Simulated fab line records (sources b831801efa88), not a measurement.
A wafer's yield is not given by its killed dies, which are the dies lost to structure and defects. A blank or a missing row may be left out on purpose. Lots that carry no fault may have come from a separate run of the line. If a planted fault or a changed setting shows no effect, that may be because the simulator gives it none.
Problem report in the 8D (eight disciplines) form, filled by code -- flow sky130 -- the parts of the form that need people (team, actions taken, sign-off) are left out

## 1. WHAT WENT WRONG
bias-w at SKY_METAL4_METAL_ETCH_18 reads a mean of 62.20 W on 6 wafers of 2 lots; wafers without a fault read 48.52 W with a standard deviation of 0.14. Relative to the usual mean, that is a shift of +98 standard deviations.
The step: etches the open film in Cl2/BCl3, stops on SiO2, target depth 845 nm, time 183.1 s.
First observed at day 47 05:52: wafer L877.4, on rie-metal-02. The record holds 30 wafers of 10 lots with a number at this step. By rule, "out" or "out of limits" means more than 4 standard deviations away from the usual mean. All remaining wafers that have a number are taken as sound.

## 2. WHAT IT IS, AND WHAT IT ISN'T
question,is,is not
which readings at this step,bias-w,"drypump-motor-current-A, oes-product-au, throttle-valve-pct"
which lots,"L877, L880","L858, L859, L861, L864, L865, L868, L869, L881"
which wafers of those lots,all that have a number,-
read on which tools,rie-metal-02,"rie-metal-03, rie-metal-04"
when,from day 47 05:52,up to then (21 sound wafers); but 3 sound wafers of L881 came after

## 3. WHAT RULES OUT EACH SUSPECT
Counting: a tool at any process step up to the reading remains a suspect when it ran all the lots that are out and ran no sound lot after the first of those.
- rie-metal-02 at SKY_METAL4_METAL_ETCH_18 (etches the open film in Cl2/BCl3, stops on SiO2, target depth 845 nm, time 183.1 s): kept. Every lot that is out went through it, starting with L877 (day 47 05:52), and after that it ran no sound lot; the last sound lot it ran before then is L869 (day 45 05:47). Its own readings are out on those wafers: bias-w.
Remaining after the count: rie-metal-02 at SKY_METAL4_METAL_ETCH_18.

## 4. THE CAUSE (what the simulator had put in)
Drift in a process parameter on rie-metal-02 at SKY_METAL4_METAL_ETCH_18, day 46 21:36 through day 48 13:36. From 48.5, the setting bias-w moved by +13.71. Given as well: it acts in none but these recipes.
After counting, this tool was the only one left.

## 5. THE EFFECT CHAIN, in route order
Rows list readings where the struck wafers' mean (over those with a number) sits beyond 3 standard deviations from the usual. Readings are gone through only where the record gives a usual standard deviation; hours: the median, over the lots, of the time from a lot's start at the first step in this table giving one to that lot's start at this step; sigmas: the change measured in usual standard deviations.
hours,step,reading,usual,on struck wafers,change,sigmas
0,SKY_METAL4_METAL_ETCH_18,bias-w,48.52 W,62.20,+13.68,+98
0,SKY_METAL4_STRIP_19,oes-product-au,0.503 a.u.,0.478,-0.025,-4.2
0,SKY_METAL4_STRIP_19,strip-time-to-endpoint-s,6.56 s,5.90,-0.66,-6.6
Process steps it contains:
- SKY_METAL4_METAL_ETCH_18: etches the open film in Cl2/BCl3, stops on SiO2, target depth 845 nm, time 183.1 s.
- SKY_METAL4_STRIP_19: strips in O2/N2.

## 6. HOW IT WOULD HAVE BEEN CAUGHT EARLIER
In this record the first reading out of limits was taken at day 47 05:52, 8 hours after the fault began at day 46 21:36.
